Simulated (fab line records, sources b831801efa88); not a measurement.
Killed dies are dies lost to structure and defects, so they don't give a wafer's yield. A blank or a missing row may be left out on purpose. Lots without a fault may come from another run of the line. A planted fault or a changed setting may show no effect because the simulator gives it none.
A struck lot beside a sound one | flow sky130 | 15 steps out of a route of 708
Sound: wafers L246.1, L246.5, L246.6. Struck: wafers L236.2, L236.3, L236.4. The cause comes at the end.
At each step with rows: each side's tool, then ch and its chambers, then its first start. Under that, the readings that differ: sound wafers | struck wafers | difference of the means | sigmas: that difference in standard deviations of wafers without a fault.
alike: readings whose means differ by less than 2 such deviations, and words and numbers that are the same on both sides. not compared: withheld readings, readings that some wafer has no value for, bounds like >300 that may hide the same value, and numbers for which the record gives no deviation and whose values overlap.
The two part at a step that has a row with sigmas, a row that says differs or no value, or rows on one side only. Numbers that don't overlap but have no deviation are shown without sigmas and don't part them. A reading that every wafer of one side lacks parts them only if that side has two wafers or more.

SKY_POLY_CUT_ETCH_10: etches BARC in N2/H2, stops on SiO2, time 45.9 s, target depth 60 nm.
  sound on rie_diel-04 ch 0,3, day 30 18:22; struck on rie_diel-03 ch 0,1,3, day 26 14:22
  alike: drypump_motor_current_A, oes_product_au, throttle_valve_pct
  not compared: rf_hours_counter_h
SKY_POLY_CUT_ETCH_11: etches Si3N4 in CF4/CH2F2/Ar, stops on poly-Si, time 42.5 s, target depth 60 nm.
  sound on rie_diel-04 ch 0,3, day 30 18:24; struck on rie_diel-03 ch 0,1,3, day 26 14:25
  alike: ch2f2_flow_sccm, drypump_motor_current_A, oes_product_au, throttle_valve_pct
  not compared: rf_hours_counter_h
SKY_POLY_CUT_STRIP_12: strips in O2/N2.
  sound on plasma_asher-03 ch 0,1, day 30 18:26; struck on plasma_asher-03 ch 0,1, day 26 14:27
  alike: drypump_motor_current_A, oes_product_au, strip_time_to_endpoint_s
  not compared: rf_hours_counter_h
then, 7 steps without rows for these wafers: SKY_SD_P_DEHYDRATE_00 (time 60 s); SKY_SD_P_HMDS_01 (prime time 60 s); SKY_SD_P_COAT_02 (resist thk 1140 nm); SKY_SD_P_SOFTBAKE_03 (time 60 s); SKY_SD_P_EXPOSE_04 (exposes mask PSDM, target cd 380 nm); SKY_SD_P_PEB_05; SKY_SD_P_DEVELOP_06 (develop time 60 s).
SKY_SD_P_CD_MEAS_07: target cd 380 nm.
  sound on cd_sem-01, day 32 01:23; struck on cd_sem-01, day 27 21:08
  alike: cd_nm
SKY_SD_P_OVL_MEAS_08:
  sound on overlay-02, day 32 01:31; struck on overlay-01, day 27 21:14
  alike: SD_P_OVL
SKY_SD_P_IMPLANT_09:
  sound on implanter-02 ch 0, day 32 01:33; struck on implanter-03 ch 0, day 27 21:17
  reading                   | sound                | struck               | difference | sigmas
  beam_energy_keV           | 19.996 20.000 19.999 | 19.730 19.738 19.735 | -0.264     | -41
  model.implant.drp_nm (nm) | 9.746 9.746 9.746    | 9.658 9.658 9.658    | -0.088     |
SKY_SD_P_STRIP_10: strips in O2/N2.
  sound on plasma_asher-04 ch 0,1, day 32 01:42; struck on plasma_asher-01 ch 0,1, day 27 21:25
  alike: drypump_motor_current_A, oes_product_au, strip_time_to_endpoint_s
  not compared: rf_hours_counter_h
-- the record jumps here: 20 days lie between the struck wafers' starts before and after (it left off in module SD_P and takes up again in module PAD_OPEN, whose first step shown is number 708 of the route) --
SKY_PAD_OPEN_PROBE_99:
  sound on prober-01, day 51 01:10; struck on prober-02, day 48 05:22
  alike: killed_at_M0_to_M3, killed_at_M4_up, killed_at_contacts, killed_at_front_end, killed_at_other, killed_dies, killed_open, killed_short

WHERE THEY PART
Only at SKY_SD_P_IMPLANT_09, within this record. Later steps at which nothing parts them and some readings are alike: SKY_SD_P_STRIP_10, SKY_PAD_OPEN_PROBE_99.

WHY: what the simulator had put in
Process parameter drift: implanter-03, from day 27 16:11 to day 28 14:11, at SKY_SD_P_IMPLANT_09. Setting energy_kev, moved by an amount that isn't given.
